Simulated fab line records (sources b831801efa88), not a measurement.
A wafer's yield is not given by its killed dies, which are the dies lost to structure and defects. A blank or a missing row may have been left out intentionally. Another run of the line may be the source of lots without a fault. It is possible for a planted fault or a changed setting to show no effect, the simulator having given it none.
A sampling plan put to the test -- flow gf180mcu -- each of the 15 faults these records tell of, on one fab line, judged from the records of the lots it struck
What counts as the plan is the set of the line's own looks, namely the steps on the route at which a gauge or an inspection reads a wafer and does not change it. A look can be judged if struck wafers have a number there and the file gives its usual mean and standard deviation on fault-free wafers. Caught: at a look after the fault's first step, the mean of the struck wafers lies 4 or more of those standard deviations (sigma) from the usual mean. On the tool: the test repeated on the tool's own readings taken at the fault's steps. Also counted as caught: the struck wafers showing another recipe, or a record that is empty for them alone.

== THE FAULTS, as the simulator had put them in ==
1. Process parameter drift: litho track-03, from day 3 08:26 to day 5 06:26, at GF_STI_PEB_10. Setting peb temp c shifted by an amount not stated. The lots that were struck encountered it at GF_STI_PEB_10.
2. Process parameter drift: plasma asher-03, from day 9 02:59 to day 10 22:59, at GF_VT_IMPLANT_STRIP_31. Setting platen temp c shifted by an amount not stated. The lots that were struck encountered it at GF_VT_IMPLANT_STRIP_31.
3. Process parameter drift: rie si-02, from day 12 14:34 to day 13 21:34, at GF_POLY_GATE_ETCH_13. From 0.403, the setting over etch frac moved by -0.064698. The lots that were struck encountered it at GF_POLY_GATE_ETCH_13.
4. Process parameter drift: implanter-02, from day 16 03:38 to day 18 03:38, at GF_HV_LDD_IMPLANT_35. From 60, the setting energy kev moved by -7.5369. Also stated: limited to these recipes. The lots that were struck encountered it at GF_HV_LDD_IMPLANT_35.
5. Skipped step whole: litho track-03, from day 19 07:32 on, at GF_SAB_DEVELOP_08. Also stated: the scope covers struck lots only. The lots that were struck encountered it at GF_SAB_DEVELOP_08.
6. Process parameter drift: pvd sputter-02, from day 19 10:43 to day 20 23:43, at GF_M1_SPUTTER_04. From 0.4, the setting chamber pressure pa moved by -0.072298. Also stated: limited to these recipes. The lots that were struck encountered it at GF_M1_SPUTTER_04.
7. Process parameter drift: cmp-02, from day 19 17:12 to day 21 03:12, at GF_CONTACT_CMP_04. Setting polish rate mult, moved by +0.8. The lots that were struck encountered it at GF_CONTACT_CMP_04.
8. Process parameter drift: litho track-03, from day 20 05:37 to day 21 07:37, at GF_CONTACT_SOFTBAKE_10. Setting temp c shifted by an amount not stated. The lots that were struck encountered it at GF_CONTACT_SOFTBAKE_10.
9. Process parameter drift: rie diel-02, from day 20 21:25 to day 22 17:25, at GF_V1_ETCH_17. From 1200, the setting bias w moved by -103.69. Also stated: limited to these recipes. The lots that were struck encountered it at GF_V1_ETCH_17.
10. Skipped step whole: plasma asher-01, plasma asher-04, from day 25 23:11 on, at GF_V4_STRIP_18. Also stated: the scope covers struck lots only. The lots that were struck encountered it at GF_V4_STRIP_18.
11. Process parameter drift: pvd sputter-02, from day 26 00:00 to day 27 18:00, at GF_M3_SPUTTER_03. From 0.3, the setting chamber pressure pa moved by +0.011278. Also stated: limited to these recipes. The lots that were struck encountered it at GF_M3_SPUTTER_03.
12. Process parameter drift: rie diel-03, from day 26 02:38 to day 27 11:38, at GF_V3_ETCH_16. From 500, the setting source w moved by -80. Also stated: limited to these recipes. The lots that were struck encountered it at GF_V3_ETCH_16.
13. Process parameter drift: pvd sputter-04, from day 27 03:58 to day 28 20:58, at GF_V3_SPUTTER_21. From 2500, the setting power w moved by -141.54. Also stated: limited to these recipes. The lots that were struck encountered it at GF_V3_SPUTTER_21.
14. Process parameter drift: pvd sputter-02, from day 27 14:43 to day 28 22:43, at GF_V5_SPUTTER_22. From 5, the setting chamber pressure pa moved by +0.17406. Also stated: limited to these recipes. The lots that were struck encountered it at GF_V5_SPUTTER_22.
15. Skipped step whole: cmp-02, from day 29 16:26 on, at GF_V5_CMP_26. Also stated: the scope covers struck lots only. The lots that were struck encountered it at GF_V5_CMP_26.

== WHAT THE PLAN SAW ==
fault,on the tool itself,first look that catches it,"reading, sigma",median hours from its first step to that look,hours from the fault's start to the first struck lot there,judged looks passed uncaught
1,heater power total W -7.4 sigma,not the one look that can be judged after it,-,-,-,1
2,strip time to endpoint s +43 sigma,not the one look that can be judged after it,-,-,-,1
3,under 2 sigma,not the one look that can be judged after it,-,-,-,1
4,beam energy keV -99 or beyond sigma,GF_HV_LDD_RS_MEAS_53,HV_LDD_RS -8.6,23.6,39,0
5,the tool's record is blank for the struck wafers,no look after it can be judged,-,-,-,0
6,chamber pressure pa -83 sigma,no look after it can be judged,-,-,-,0
7,time to endpoint s -8.0 sigma,no look after it can be judged,-,-,-,0
8,heater power total W +99 or beyond sigma,GF_CONTACT_CD_MEAS_14,cd nm +16,13.0,14,0
9,bias w -31 sigma,not the one look that can be judged after it,-,-,-,1
10,the tool's record is blank for the struck wafers,no look after it can be judged,-,-,-,0
11,chamber pressure pa +17 sigma,no look after it can be judged,-,-,-,0
12,rf fwd power W -40 sigma,no look after it can be judged,-,-,-,0
13,cathode dc power W -99 or beyond sigma,no look after it can be judged,-,-,-,0
14,chamber pressure pa +18 sigma,no look after it can be judged,-,-,-,0
15,the tool's record is blank for the struck wafers,no look after it can be judged,-,-,-,0
A dash: this means the fault isn't caught or the number doesn't appear in these records.

Caught at a look: 2 of 15. Caught on the tool: 14 of 15. By one or the other: 14 of 15.
Caught on the tool alone: faults 1, 2, 5, 6, 7, 9, 10, 11, 12, 13, 14, 15.
Caught by neither: fault 3.

== THINNER SAMPLING ==
Were the look that catches a fault to measure just every second or every third lot (counted by lot number), the first struck lot would, at worst, be measured this late:
fault,"struck lots at that look, in order of time",every lot,every second lot,every third lot
4,"L922, L924",39 h,may miss all 2,may miss all 2
8,"L979, L980, L982",14 h,27 h,may miss all 3
Hours are from the fault's start to the first struck lot that is measured. Since the struck wafers were tested as one group against 4 sigma, a single lot by itself may lie under the limit. Other struck lots may not be in these records.

== THE LONGEST TIMED WAY FROM STEP TO LOOK ==
Fault 4: a median of 23.6 hours passes between GF_HV_LDD_IMPLANT_35 and GF_HV_LDD_RS_MEAS_53. No look between them can be judged.
